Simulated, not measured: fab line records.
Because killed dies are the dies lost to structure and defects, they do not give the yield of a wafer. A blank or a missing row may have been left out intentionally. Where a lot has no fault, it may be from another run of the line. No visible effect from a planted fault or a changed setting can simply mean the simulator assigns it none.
fab line records ; flow sfqLine
record lots=14; wafers=42; lastDay=87
route steps=325 shown M2@101 M3@120
lots with no fault: from the same line, run without faults
startH: hours from the record's opening day to when the first of the lot's shown wafers began ; waitH: hours elapsed since this lot's preceding step ; " as in the row above ; L1.1+2: a row that stands for several wafers ; - no value present, or no start provided ; * or withheld: withheld ; < > ~ a bound
route shown NAME@n: a module of which the file shows steps, and the number in the route of the first ; usual: mean and standard deviation over wafers with no fault ; same: alike in all rows ; chamber/n: place in a boat ; sites: each site's reading ; _std_site: the standard deviation of these ; _edge_site: mean of outer sites minus mean of inner sites ; radiusMm: for every site, how far away it sits from the centre of the wafer ; mask NAME#n: copy n ; behind: tool/chamber where the wafer was last shaped ; hold: cause of the lot's hold/its duration in hours/its outcome ; device: names the non-switching transistor (n, p or np) ; end of line: tests run on the same wafers once the route is complete ; for a step that has no rows: nothing shown but its recipe ; killed: at the first sort, the dies lost to defects and structure; wafer yield is something else ; map: a wafer's dies, marking killed ones x, the rest . and places with no die _
set.NAME: the setting that was run; set.NAME@STEP: the one run at that earlier step ; model.NAME: the simulator's own value behind a step, which no gauge read
steps of the route over a sample of lots; a table a step, a row a wafer
services: when a tool's chamber went out of use (startH, in hours from the record's first day, below 0 if earlier), for how many hours, and the reason
## steps
# step SFQ_TRILAYER_M2_STRIP_STRIP_061
# recipe gas=O2; powerW=200; platenTempC=40; overashFraction=0.65; chemistry=O2; pressureMtorr=50
# usual drypumpMotorCurrentA=5.90/0.29; oesProductAu=1.001/0.0068
lot.wafer;tool;chamber;startH;waitH;drypumpMotorCurrentA;oesProductAu;rfHoursCounterH
L618.2;rieMetal-01;1;667.48;0.1;5.96;1.015;87
L618.4;rieMetal-01;1;667.48;0.1;5.98;1.007;-
L618.5;rieMetal-01;1;667.48;0.1;5.97;1.003;-
L619.3;rieMetal-01;1;728.30;0.2;5.94;0.995;-
L619.4;rieMetal-01;0;728.30;0.2;5.66;0.997;-
L619.5;rieMetal-01;0;728.30;0.2;5.66;1.005;-
L622.3;rieMetal-01;0;753.94;0.2;5.67;1.003;-
L622.5;rieMetal-01;1;753.94;0.2;5.96;1.003;-
L622.6;rieMetal-01;0;753.94;0.2;5.66;1.003;-
L625.1;rieMetal-01;0;767.71;0.1;5.67;1.002;37
L625.2;rieMetal-01;1;767.71;0.1;5.95;1.018;106
L625.3;rieMetal-01;1;767.71;0.1;5.95;1.006;-
L626.1;rieMetal-03;1;769.69;0.1;6.14;1.001;58
L626.3;rieMetal-03;0;769.69;0.1;5.58;1.001;-
L626.5;rieMetal-03;1;769.69;0.1;6.09;0.998;-
L631.1;rieMetal-01;1;949.33;0.3;5.96;1.002;3
L631.3;rieMetal-01;1;949.33;0.3;5.96;1.011;-
L631.4;rieMetal-01;1;949.33;0.3;5.96;1.008;-
L632.2;rieMetal-03;0;972.15;0.1;5.59;1.004;112
L632.3;rieMetal-03;0;972.15;0.1;5.58;0.998;-
L632.4;rieMetal-03;1;972.15;0.1;6.09;0.987;-
L633.3;rieMetal-02;0;982.07;0.3;5.60;0.999;-
L633.4;rieMetal-02;1;982.07;0.3;6.49;1.007;-
L633.5;rieMetal-02;0;982.07;0.3;5.60;1.000;-
L635.2;rieMetal-03;1;998.57;0.1;6.15;1.008;96
L635.4;rieMetal-03;0;998.57;0.1;5.61;1.013;-
L635.6;rieMetal-03;0;998.57;0.1;5.60;1.003;-
L636.1;rieMetal-03;1;1009.68;0.3;6.07;1.000;99
L636.2;rieMetal-03;1;1009.68;0.3;6.08;1.012;-
L636.5;rieMetal-03;1;1009.68;0.3;6.08;1.001;-
L638.2;rieMetal-01;1;1027.76;0.4;5.96;1.002;-
L638.3;rieMetal-01;1;1027.76;0.4;5.96;1.010;-
L638.6;rieMetal-01;1;1027.76;0.4;5.95;1.008;-
L639.1;rieMetal-02;0;1037.48;0.1;5.62;0.996;90
L639.2;rieMetal-02;1;1037.48;0.1;6.52;1.004;118
L639.3;rieMetal-02;0;1037.48;0.1;5.59;0.993;-
L640.2;rieMetal-03;0;1051.88;0.1;5.58;1.009;128
L640.5;rieMetal-03;1;1051.88;0.1;6.08;1.001;-
L640.6;rieMetal-03;0;1051.88;0.1;5.60;1.011;-
L641.3;rieMetal-02;1;1055.68;0.2;6.52;1.007;-
L641.5;rieMetal-02;1;1055.68;0.2;6.53;1.009;-
L641.6;rieMetal-02;0;1055.68;0.2;5.58;0.998;-
# step SFQ_M3_RS_MEAS_919
# recipe thkMeasGauge=four-point-probe; reads=Nb_of_TRILAYER_M3_DEP_SPUTTER_073
# usual M3_NB_RS=0.885/0.011
lot.wafer;tool;chamber;startH;waitH;M3_NB_RS[ohm/sq]
L618.2;filmMetro-04;-;823.44;0.1;0.872
L618.4;filmMetro-04;-;823.44;0.1;0.859
L618.5;filmMetro-04;-;823.44;0.1;0.867
L619.3;filmMetro-04;-;887.53;0.1;0.867
L619.4;filmMetro-04;-;887.53;0.1;0.892
L619.5;filmMetro-04;-;887.53;0.1;0.880
L622.3;filmMetro-04;-;917.18;0.1;0.890
L622.5;filmMetro-04;-;917.18;0.1;0.889
L622.6;filmMetro-04;-;917.18;0.1;0.884
L625.1;filmMetro-03;-;938.49;0.0;0.887
L625.2;filmMetro-03;-;938.49;0.0;0.886
L625.3;filmMetro-03;-;938.49;0.0;0.892
L626.1;filmMetro-04;-;940.89;0.0;0.879
L626.3;filmMetro-04;-;940.89;0.0;0.879
L626.5;filmMetro-04;-;940.89;0.0;0.893
L631.1;filmMetro-01;-;968.46;0.0;0.882
L631.3;filmMetro-01;-;968.46;0.0;0.909
L631.4;filmMetro-01;-;968.46;0.0;0.894
L632.2;filmMetro-01;-;999.15;0.1;0.893
L632.3;filmMetro-01;-;999.15;0.1;0.890
L632.4;filmMetro-01;-;999.15;0.1;0.884
L633.3;filmMetro-04;-;1001.77;0.1;0.903
L633.4;filmMetro-04;-;1001.77;0.1;0.902
L633.5;filmMetro-04;-;1001.77;0.1;0.896
L635.2;filmMetro-04;-;1014.35;0.1;0.892
L635.4;filmMetro-04;-;1014.35;0.1;0.893
L635.6;filmMetro-04;-;1014.35;0.1;0.887
L636.1;filmMetro-01;-;1026.94;0.0;0.883
L636.2;filmMetro-01;-;1026.94;0.0;0.878
L636.5;filmMetro-01;-;1026.94;0.0;0.886
L638.2;filmMetro-03;-;1169.45;0.1;0.875
L638.3;filmMetro-03;-;1169.45;0.1;0.871
L638.6;filmMetro-03;-;1169.45;0.1;0.877
L639.1;filmMetro-03;-;1174.23;0.0;0.892
L639.2;filmMetro-03;-;1174.23;0.0;0.880
L639.3;filmMetro-03;-;1174.23;0.0;0.881
L640.2;filmMetro-03;-;1185.89;0.1;0.872
L640.5;filmMetro-03;-;1185.89;0.1;0.866
L640.6;filmMetro-03;-;1185.89;0.1;0.870
L641.3;filmMetro-01;-;1191.87;0.1;0.885
L641.5;filmMetro-01;-;1191.87;0.1;0.890
L641.6;filmMetro-01;-;1191.87;0.1;0.891
# step SFQ_TRILAYER_M3_BARC_OPEN_METAL_ETCH_100
# recipe maskMaterial=PR; chemistry=O2; targetDepthNm=125; target=BARC; icpW=600; biasW=80; pressureMtorr=10; timeS=41.7
# usual drypumpMotorCurrentA=5.8/0.39; oesProductAu=0.685/0.0046; runLengthS=69.8/0.45
lot.wafer;tool;chamber;startH;waitH;drypumpMotorCurrentA;oesProductAu;rfHoursCounterH;runLengthS
L618.2;rieMetal-03;0;826.40;0.0;5.6;0.677;87;69.1
L618.4;rieMetal-03;1;826.40;0.0;6.1;0.686;-;70.2
L618.5;rieMetal-03;0;826.40;0.0;5.6;0.694;-;69.2
L619.3;rieMetal-03;1;891.42;0.0;6.1;0.686;-;70.1
L619.4;rieMetal-03;0;891.42;0.0;5.6;0.680;-;69.2
L619.5;rieMetal-03;1;891.42;0.0;6.1;0.686;-;70.0
L622.3;rieMetal-03;0;920.38;0.0;5.5;0.693;-;69.4
L622.5;rieMetal-03;1;920.38;0.0;6.1;0.620;-;80.1
L622.6;rieMetal-03;0;920.38;0.0;5.5;0.681;-;69.1
L625.1;rieMetal-03;1;944.36;0.0;6.1;0.615;86;80.1
L625.2;rieMetal-03;0;944.36;0.0;5.6;0.679;107;69.1
L625.3;rieMetal-03;0;944.36;0.0;5.6;0.684;-;69.1
L626.1;rieMetal-02;0;947.96;0.0;5.6;0.678;70;69.8
L626.3;rieMetal-02;0;947.96;0.0;5.6;0.682;-;69.8
L626.5;rieMetal-02;0;947.96;0.0;5.6;0.689;-;70.1
L631.1;rieMetal-02;1;1111.23;0.0;6.5;0.683;127;69.5
L631.3;rieMetal-02;0;1111.23;0.0;5.6;0.685;-;69.9
L631.4;rieMetal-02;1;1111.23;0.0;6.5;0.695;-;69.5
L632.2;rieMetal-04;0;1112.56;0.0;5.9;0.696;93;70.7
L632.3;rieMetal-04;1;1112.56;0.0;5.3;0.688;-;69.7
L632.4;rieMetal-04;0;1112.56;0.0;5.9;0.685;-;70.5
L633.3;rieMetal-03;1;1113.78;0.0;6.2;0.686;-;69.8
L633.4;rieMetal-03;0;1113.78;0.0;5.6;0.680;-;69.3
L633.5;rieMetal-03;0;1113.78;0.0;5.6;0.688;-;69.4
L635.2;rieMetal-03;1;1116.16;0.0;6.1;0.670;119;69.9
L635.4;rieMetal-03;0;1116.16;0.0;5.6;0.686;-;69.4
L635.6;rieMetal-03;0;1116.16;0.0;5.6;0.688;-;69.4
L636.1;rieMetal-04;1;1117.36;0.0;5.4;0.684;99;69.6
L636.2;rieMetal-04;0;1117.36;0.0;5.9;0.683;94;70.3
L636.5;rieMetal-04;1;1117.36;0.0;5.4;0.687;-;70.1
L638.2;rieMetal-03;0;1288.11;0.0;5.6;0.692;20;69.2
L638.3;rieMetal-03;1;1288.11;0.0;6.1;0.686;-;69.9
L638.6;rieMetal-03;0;1288.11;0.0;5.6;0.688;-;69.3
L639.1;rieMetal-04;1;1291.71;0.0;5.4;0.684;122;69.8
L639.2;rieMetal-04;0;1291.71;0.0;5.9;0.685;1;71.1
L639.3;rieMetal-04;1;1291.71;0.0;5.4;0.683;-;70.2
L640.2;rieMetal-02;1;1307.31;0.0;6.5;0.689;10;69.6
L640.5;rieMetal-02;1;1307.31;0.0;6.5;0.679;-;69.6
L640.6;rieMetal-02;0;1307.31;0.0;5.6;0.684;-;69.9
L641.3;rieMetal-02;0;1316.93;0.0;5.6;0.687;-;70.2
L641.5;rieMetal-02;1;1316.93;0.0;6.5;0.688;-;69.4
L641.6;rieMetal-02;0;1316.93;0.0;5.6;0.681;-;69.7
# step SFQ_TRILAYER_M3_STRIP_STRIP_079
# recipe gas=O2; powerW=200; platenTempC=40; overashFraction=0.65; chemistry=O2; pressureMtorr=50
# usual drypumpMotorCurrentA=5.8/0.38; oesProductAu=0.999/0.0079
lot.wafer;tool;chamber;startH;waitH;drypumpMotorCurrentA;oesProductAu;rfHoursCounterH
L618.2;rieMetal-03;0;826.59;0.1;5.6;1.002;88
L618.4;rieMetal-03;1;826.59;0.1;6.1;1.004;-
L618.5;rieMetal-03;0;826.59;0.1;5.6;1.003;-
L619.3;rieMetal-03;1;891.79;0.2;6.1;1.009;-
L619.4;rieMetal-03;0;891.79;0.2;5.6;0.998;-
L619.5;rieMetal-03;1;891.79;0.2;6.1;0.994;-
L622.3;rieMetal-03;0;920.75;0.2;5.6;0.998;-
L622.5;rieMetal-03;1;920.75;0.2;6.1;0.998;-
L622.6;rieMetal-03;0;920.75;0.2;5.6;0.992;-
L625.1;rieMetal-03;1;944.55;0.1;6.1;1.005;86
L625.2;rieMetal-03;0;944.55;0.1;5.6;0.991;107
L625.3;rieMetal-03;0;944.55;0.1;5.6;1.005;-
L626.1;rieMetal-02;0;948.15;0.1;5.6;1.001;70
L626.3;rieMetal-02;0;948.15;0.1;5.6;1.006;-
L626.5;rieMetal-02;0;948.15;0.1;5.6;1.003;-
L631.1;rieMetal-02;1;1111.42;0.1;6.5;0.995;127
L631.3;rieMetal-02;0;1111.42;0.1;5.6;0.986;-
L631.4;rieMetal-02;1;1111.42;0.1;6.5;0.990;-
L632.2;rieMetal-04;0;1112.74;0.1;5.9;0.994;93
L632.3;rieMetal-04;1;1112.74;0.1;5.3;1.002;-
L632.4;rieMetal-04;0;1112.74;0.1;5.9;0.989;-
L633.3;rieMetal-03;1;1114.14;0.2;6.1;1.002;-
L633.4;rieMetal-03;0;1114.14;0.2;5.6;1.007;-
L633.5;rieMetal-03;0;1114.14;0.2;5.6;0.999;-
L635.2;rieMetal-03;1;1116.34;0.1;6.1;1.014;119
L635.4;rieMetal-03;0;1116.34;0.1;5.6;1.001;-
L635.6;rieMetal-03;0;1116.34;0.1;5.6;1.004;-
L636.1;rieMetal-04;1;1117.54;0.1;5.4;1.010;99
L636.2;rieMetal-04;0;1117.54;0.1;5.9;0.986;94
L636.5;rieMetal-04;1;1117.54;0.1;5.4;1.002;-
L638.2;rieMetal-03;0;1288.29;0.1;5.6;1.001;20
L638.3;rieMetal-03;1;1288.29;0.1;6.1;0.997;-
L638.6;rieMetal-03;0;1288.29;0.1;5.6;1.002;-
L639.1;rieMetal-04;1;1291.89;0.1;5.3;0.988;122
L639.2;rieMetal-04;0;1291.89;0.1;5.9;0.985;1
L639.3;rieMetal-04;1;1291.89;0.1;5.3;0.996;-
L640.2;rieMetal-02;1;1307.49;0.1;6.5;1.002;10
L640.5;rieMetal-02;1;1307.49;0.1;6.5;1.003;-
L640.6;rieMetal-02;0;1307.49;0.1;5.6;0.992;-
L641.3;rieMetal-02;0;1317.29;0.2;5.6;0.999;-
L641.5;rieMetal-02;1;1317.29;0.2;6.5;1.006;-
L641.6;rieMetal-02;0;1317.29;0.2;5.6;0.997;-
## services
tool;chamber;startH;hours;kind
rieMetal-03;1;659.17;1.6;repair
rieMetal-03;0;688.31;6.8;repair
rieMetal-02;-;738.85;1.7;repair
rieMetal-01;-;752.54;0.2;repair
rieMetal-01;1;758.46;3.1;repair
rieMetal-02;-;812.13;2.8;pm
rieMetal-04;0;844.75;3.9;repair
rieMetal-01;-;885.37;2.8;pm
rieMetal-02;-;891.60;14.6;pm
rieMetal-02;0;930.69;5.6;repair
rieMetal-01;0;931.22;189.0;repair
rieMetal-04;-;934.25;4.0;pm
rieMetal-04;0;945.85;133.0;repair
rieMetal-04;-;979.66;28.1;pm
rieMetal-03;-;994.66;2.8;pm
rieMetal-03;0;1009.15;10.0;repair
rieMetal-04;1;1036.43;8.0;repair
rieMetal-02;0;1038.25;2.3;repair
rieMetal-04;-;1090.39;2.8;pm
rieMetal-04;-;1154.38;1.1;repair
rieMetal-02;-;1165.26;0.6;repair
rieMetal-04;-;1192.87;0.3;repair
rieMetal-01;0;1280.80;9.2;repair
rieMetal-02;-;1282.96;0.4;repair
## key
firstSign step=SFQ_TRILAYER_M3_BARC_OPEN_METAL_ETCH_100; reading=runLengthS; direction=up; sigmas=23; usual=*; struck=*
effect step=SFQ_TRILAYER_M3_BARC_OPEN_METAL_ETCH_100; reading=oesProductAu; direction=down; sigmas=15; usual=0.685; struck=0.617
metAt SFQ_TRILAYER_M3_BARC_OPEN_METAL_ETCH_100
struckLots L622,L625
struckWafers L622.5,L625.1
notActingAt SFQ_TRILAYER_M2_STRIP_STRIP_061,SFQ_M3_RS_MEAS_919,SFQ_TRILAYER_M3_STRIP_STRIP_079
onsetBetween 891.42 920.38
fault kind=processParameterDrift; tool=rieMetal-03; chamber=1; onsetH=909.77; steps=SFQ_TRILAYER_M3_BARC_OPEN_METAL_ETCH_100; channel=timeS; offset=*; shape=step; endH=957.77; actsIn=*; stated=*
